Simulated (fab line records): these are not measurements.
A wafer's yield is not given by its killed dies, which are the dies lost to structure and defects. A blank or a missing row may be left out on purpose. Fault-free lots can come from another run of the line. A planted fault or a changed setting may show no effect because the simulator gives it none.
Which tool is to blame? :: flow sky130 :: 13 lots with 39 wafers sampled at 5 steps, on a route of 708 steps

## WHAT THE GAUGES SHOWED, per wafer
SKY_FIELD_ISO_BOW_MEAS_00.
lot: L615
measured: day 1 10:01
on: film_metro-02
INCOMING_BOW (um): -5 0 -10

lot: L617
measured: day 1 20:00
on: film_metro-02
INCOMING_BOW (um): 0 9 4

lot: L619
measured: day 2 06:00
on: film_metro-01
INCOMING_BOW (um): -2 -5 1

lot: L620
measured: day 2 11:02
on: film_metro-01
INCOMING_BOW (um): 11 5 -8

lot: L621
measured: day 2 16:00
on: film_metro-02
INCOMING_BOW (um): 6 -1 -2

lot: L622
measured: day 2 21:01
on: film_metro-04
INCOMING_BOW (um): 6 -7 2

lot: L629
measured: day 4 08:02
on: film_metro-04
INCOMING_BOW (um): 8 -3 -2

lot: L631
measured: day 4 18:00
on: film_metro-02
INCOMING_BOW (um): -11 8 -7

lot: L632
measured: day 4 23:02
on: film_metro-02
INCOMING_BOW (um): -3 -3 -10

lot: L633
measured: day 5 04:00
on: film_metro-01
INCOMING_BOW (um): 6 -7 -1

lot: L634
measured: day 5 09:01
on: film_metro-04
INCOMING_BOW (um): -4 -1 3

lot: L636
measured: day 5 19:01
on: film_metro-02
INCOMING_BOW (um): 0 8 -8

lot: L638
measured: day 6 05:00
on: film_metro-04
INCOMING_BOW (um): 10 11 -6

SKY_FIELD_ISO_CD_MEAS_13: the cd target is 150 nm.
lot: L615
measured: day 2 06:58
on: cd_sem-01
cd_nm (nm): 148.6 147.3 149.2

lot: L617
measured: day 2 15:43
on: cd_sem-02
cd_nm (nm): 150.9 151.4 151.1

lot: L619
measured: day 3 01:55
on: cd_sem-02
cd_nm (nm): 150.2 150.1 152.0

lot: L620
measured: day 3 06:11
on: cd_sem-02
cd_nm (nm): 149.1 146.7 148.9

lot: L621
measured: day 3 12:19
on: cd_sem-01
cd_nm (nm): 148.1 148.9 149.7

lot: L622
measured: day 3 19:37
on: cd_sem-01
cd_nm (nm): 148.7 149.7 149.9

lot: L629
measured: day 5 05:56
on: cd_sem-01
cd_nm (nm): 151.8 149.5 150.7

lot: L631
measured: day 5 19:19
on: cd_sem-01
cd_nm (nm): 152.5 150.9 150.7

lot: L632
measured: day 5 23:29
on: cd_sem-01
cd_nm (nm): 149.7 147.6 148.5

lot: L633
measured: day 6 02:32
on: cd_sem-02
cd_nm (nm): 149.8 151.3 149.9

lot: L634
measured: day 6 08:31
on: cd_sem-02
cd_nm (nm): 149.2 148.1 149.5

lot: L636
measured: day 6 21:13
on: cd_sem-01
cd_nm (nm): 151.8 151.6 152.6

lot: L638
measured: day 7 06:17
on: cd_sem-02
cd_nm (nm): 151.1 149.4 150.7

SKY_VT_ADJUST_LVTN_OVL_MEAS_18.
lot: L615
measured: day 7 17:45
on: overlay-02
VT_ADJUST_LVTN_01_OVL (nm): -0.1 -0.5 -0.1

lot: L617
measured: day 8 04:13
on: overlay-01
VT_ADJUST_LVTN_01_OVL (nm): 0.3 0.8 0.5

lot: L619
measured: day 8 18:11
on: overlay-02
VT_ADJUST_LVTN_01_OVL (nm): 1.4 1.8 2.1

lot: L620
measured: day 8 22:45
on: overlay-02
VT_ADJUST_LVTN_01_OVL (nm): -2.6 0.8 0.1

lot: L621
measured: day 9 06:13
on: overlay-01
VT_ADJUST_LVTN_01_OVL (nm): 0.0 2.4 -0.2

lot: L622
measured: day 9 16:44
on: overlay-02
VT_ADJUST_LVTN_01_OVL (nm): -2.0 0.5 -1.5

lot: L629
measured: day 11 12:32
on: overlay-02
VT_ADJUST_LVTN_01_OVL (nm): -1.6 -1.4 -1.9

lot: L631
measured: day 12 11:02
on: overlay-01
VT_ADJUST_LVTN_01_OVL (nm): 0.2 -1.6 -0.6

lot: L632
measured: day 12 18:36
on: overlay-02
VT_ADJUST_LVTN_01_OVL (nm): -0.7 -0.2 0.3

lot: L633
measured: day 12 22:50
on: overlay-02
VT_ADJUST_LVTN_01_OVL (nm): 1.4 0.7 -0.4

lot: L634
measured: day 13 01:03
on: overlay-02
VT_ADJUST_LVTN_01_OVL (nm): -0.3 1.4 -0.2

lot: L636
measured: day 13 17:20
on: overlay-01
VT_ADJUST_LVTN_01_OVL (nm): -0.9 -0.1 -0.6

lot: L638
measured: day 14 08:35
on: overlay-01
VT_ADJUST_LVTN_01_OVL (nm): 1.9 1.5 -0.7

## TOOL THAT RAN EACH LOT (tool first, then ch and the chambers of the sampled wafers, then the start)
lot: L615
SKY_VT_ADJUST_HVTP_COAT_02: litho_track-03 ch 0, day 5 17:55
SKY_VT_ADJUST_HVTP_STRIP_10: plasma_asher-01 ch 1, day 6 03:09

lot: L617
SKY_VT_ADJUST_HVTP_COAT_02: litho_track-01 ch 0, day 6 04:01
SKY_VT_ADJUST_HVTP_STRIP_10: plasma_asher-04 ch 0,1, day 6 13:56

lot: L619
SKY_VT_ADJUST_HVTP_COAT_02: litho_track-04 ch 0, day 6 16:56
SKY_VT_ADJUST_HVTP_STRIP_10: plasma_asher-04 ch 0,1, day 7 02:54

lot: L620
SKY_VT_ADJUST_HVTP_COAT_02: litho_track-04 ch 0, day 6 21:14
SKY_VT_ADJUST_HVTP_STRIP_10: plasma_asher-01 ch 0,1, day 7 07:55

lot: L621
SKY_VT_ADJUST_HVTP_COAT_02: litho_track-01 ch 0, day 7 03:34
SKY_VT_ADJUST_HVTP_STRIP_10: plasma_asher-03 ch 0,1, day 7 14:12

lot: L622
SKY_VT_ADJUST_HVTP_COAT_02: litho_track-04 ch 0, day 7 13:28
SKY_VT_ADJUST_HVTP_STRIP_10: plasma_asher-01 ch 0,1, day 7 23:33

lot: L629
SKY_VT_ADJUST_HVTP_COAT_02: litho_track-03 ch 0, day 9 03:26
SKY_VT_ADJUST_HVTP_STRIP_10: plasma_asher-03 ch 0,1, day 9 15:26

lot: L631
SKY_VT_ADJUST_HVTP_COAT_02: litho_track-03 ch 0, day 10 00:02
SKY_VT_ADJUST_HVTP_STRIP_10: plasma_asher-04 ch 0, day 10 11:24

lot: L632
SKY_VT_ADJUST_HVTP_COAT_02: litho_track-01 ch 0, day 10 06:37
SKY_VT_ADJUST_HVTP_STRIP_10: plasma_asher-01 ch 0,1, day 10 17:55

lot: L633
SKY_VT_ADJUST_HVTP_COAT_02: litho_track-01 ch 0, day 10 10:28
SKY_VT_ADJUST_HVTP_STRIP_10: plasma_asher-04 ch 0,1, day 10 22:24

lot: L634
SKY_VT_ADJUST_HVTP_COAT_02: litho_track-04 ch 0, day 10 12:22
SKY_VT_ADJUST_HVTP_STRIP_10: plasma_asher-03 ch 0,1, day 11 00:15

lot: L636
SKY_VT_ADJUST_HVTP_COAT_02: litho_track-04 ch 0, day 11 04:19
SKY_VT_ADJUST_HVTP_STRIP_10: plasma_asher-04 ch 0,1, day 11 16:23

lot: L638
SKY_VT_ADJUST_HVTP_COAT_02: litho_track-04 ch 0, day 11 18:05
SKY_VT_ADJUST_HVTP_STRIP_10: plasma_asher-01 ch 0,1, day 12 06:39
- SKY_VT_ADJUST_HVTP_COAT_02: resist thk 1140 nm.
- SKY_VT_ADJUST_HVTP_STRIP_10: strips in O2/N2.

## WHAT THE TOOLS THEMSELVES READ (means of the sampled wafers that have a number; where no wafer has one, the mark that the record gives instead)
SKY_VT_ADJUST_HVTP_STRIP_10.
lot: L615
tool: plasma_asher-01
drypump_motor_current_A (A): 5.4
oes_product_au (a.u.): 0.717
strip_time_to_endpoint_s (s): 14.23

lot: L617
tool: plasma_asher-04
drypump_motor_current_A (A): 5.5
oes_product_au (a.u.): 0.718
strip_time_to_endpoint_s (s): 14.21

lot: L619
tool: plasma_asher-04
drypump_motor_current_A (A): 5.5
oes_product_au (a.u.): 0.718
strip_time_to_endpoint_s (s): 14.26

lot: L620
tool: plasma_asher-01
drypump_motor_current_A (A): 5.6
oes_product_au (a.u.): 0.718
strip_time_to_endpoint_s (s): 14.12

lot: L621
tool: plasma_asher-03
drypump_motor_current_A (A): 6.1
oes_product_au (a.u.): 0.719
strip_time_to_endpoint_s (s): 14.21

lot: L622
tool: plasma_asher-01
drypump_motor_current_A (A): 5.5
oes_product_au (a.u.): 0.713
strip_time_to_endpoint_s (s): 14.15

lot: L629
tool: plasma_asher-03
drypump_motor_current_A (A): 6.1
oes_product_au (a.u.): 0.715
strip_time_to_endpoint_s (s): 13.80

lot: L631
tool: plasma_asher-04
drypump_motor_current_A (A): 5.6
oes_product_au (a.u.): 0.717
strip_time_to_endpoint_s (s): 13.84

lot: L632
tool: plasma_asher-01
drypump_motor_current_A (A): 5.7
oes_product_au (a.u.): 0.720
strip_time_to_endpoint_s (s): 14.16

lot: L633
tool: plasma_asher-04
drypump_motor_current_A (A): 5.5
oes_product_au (a.u.): 0.719
strip_time_to_endpoint_s (s): 14.15

lot: L634
tool: plasma_asher-03
drypump_motor_current_A (A): 6.1
oes_product_au (a.u.): 0.720
strip_time_to_endpoint_s (s): 14.14

lot: L636
tool: plasma_asher-04
drypump_motor_current_A (A): 5.6
oes_product_au (a.u.): 0.714
strip_time_to_endpoint_s (s): 14.11

lot: L638
tool: plasma_asher-01
drypump_motor_current_A (A): 5.5
oes_product_au (a.u.): 0.715
strip_time_to_endpoint_s (s): 14.21

## THE ANSWER, worked out from the rows above alone
Rule: what is usual is taken from the lots themselves. Put in order of their means at a reading, lots are off if they are a third of the lots or fewer, leave a main group of 4 or more, and stand apart from it by a gap of 3 or more times the standard deviation of the main group's means; of several such gaps the widest counts. The tables above print the reading to a certain number of digits; a main group whose means all agree to those digits is not used. A lot without any number at a reading at which 4 lots or more have one is off too. Where the step has rows for the other lots, those lots are counted as sound. Order of review: gauges by route order, followed by the tools' own readings, for which a lot's mean as printed above is used. At the first step where some lot is off, the reading lying furthest off is the one used; lots without a number count as furthest.
Off at SKY_VT_ADJUST_HVTP_STRIP_10 (strip_time_to_endpoint_s): L629, L631. Main group: mean 14.18 s, sd 0.047.
A tool fits if, at that step or a process step before it, it ran every lot that is off, and no sound lot after the first of them. One fits: SKY_VT_ADJUST_HVTP_COAT_02 on litho_track-03. Its last sound lot is L615 (day 5 17:55), its first lot that is off L629 (day 9 03:26): a fault that began between those two fits.

## WHAT THE SIMULATOR HAD INSERTED
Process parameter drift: litho_track-03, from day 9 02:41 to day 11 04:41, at SKY_VT_ADJUST_HVTP_COAT_02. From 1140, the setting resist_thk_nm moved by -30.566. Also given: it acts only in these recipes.
Struck lots among those shown: L629, L631. The rule above reached the same finding.
